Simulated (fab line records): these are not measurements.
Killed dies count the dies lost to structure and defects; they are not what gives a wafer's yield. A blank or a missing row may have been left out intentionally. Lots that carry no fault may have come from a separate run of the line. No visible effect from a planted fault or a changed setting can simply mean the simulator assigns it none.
Which of the tools did it?	flow sky130	at 1 step of a route of 708, 12 lots with 36 wafers sampled

## WHAT THE GAUGES READ, wafer by wafer
SKY_LOCAL_INTERCONNECT_RS_MEAS_01: a four-point-probe measurement.
lot	measured	on	LOCAL_INTERCONNECT_TIN_RS (ohm/sq)
L075	day 28 19:40	film metro-04	14.63 14.48 14.59
L077	day 30 14:00	film metro-01	14.43 14.69 14.49
L079	day 31 23:58	film metro-04	14.83 14.65 14.77
L082	day 32 14:50	film metro-01	14.63 14.59 14.66
L083	day 32 19:25	film metro-02	14.65 14.81 14.72
L085	day 32 20:40	film metro-01	14.94 14.99 14.82
L086	day 34 00:52	film metro-04	14.48 14.58 14.82
L088	day 35 02:09	film metro-02	14.51 14.56 14.62
L092	day 35 11:47	film metro-04	14.40 14.58 14.60
L093	day 35 22:15	film metro-04	14.88 15.11 15.19
L096	day 36 08:06	film metro-04	14.67 14.44 14.74
L097	day 36 16:20	film metro-04	14.54 14.68 14.29

## TOOL THAT RAN EACH LOT (tool first, then ch and the chambers of the sampled wafers, then the start)
The record shows no process step preceding these readings.

## THE ANSWER, worked out from the rows above alone
Rule: what is usual is taken from the lots themselves. The widest of any qualifying gaps counts: lots, ordered by their means at a reading, are off when they make up no more than a third of the lots, leave a main group of 4 or more, and stand apart from it by 3 or more times the standard deviation of that group's means. A main group is skipped when, at the precision printed for the reading in the tables above, its means are all equal. Also off: a lot with no number at a reading for which 4 or more lots have one. All remaining lots with rows at the step are treated as sound.
No lot is off at any reading shown: from this, nothing can be told.

## WHAT THE SIMULATOR PUT IN
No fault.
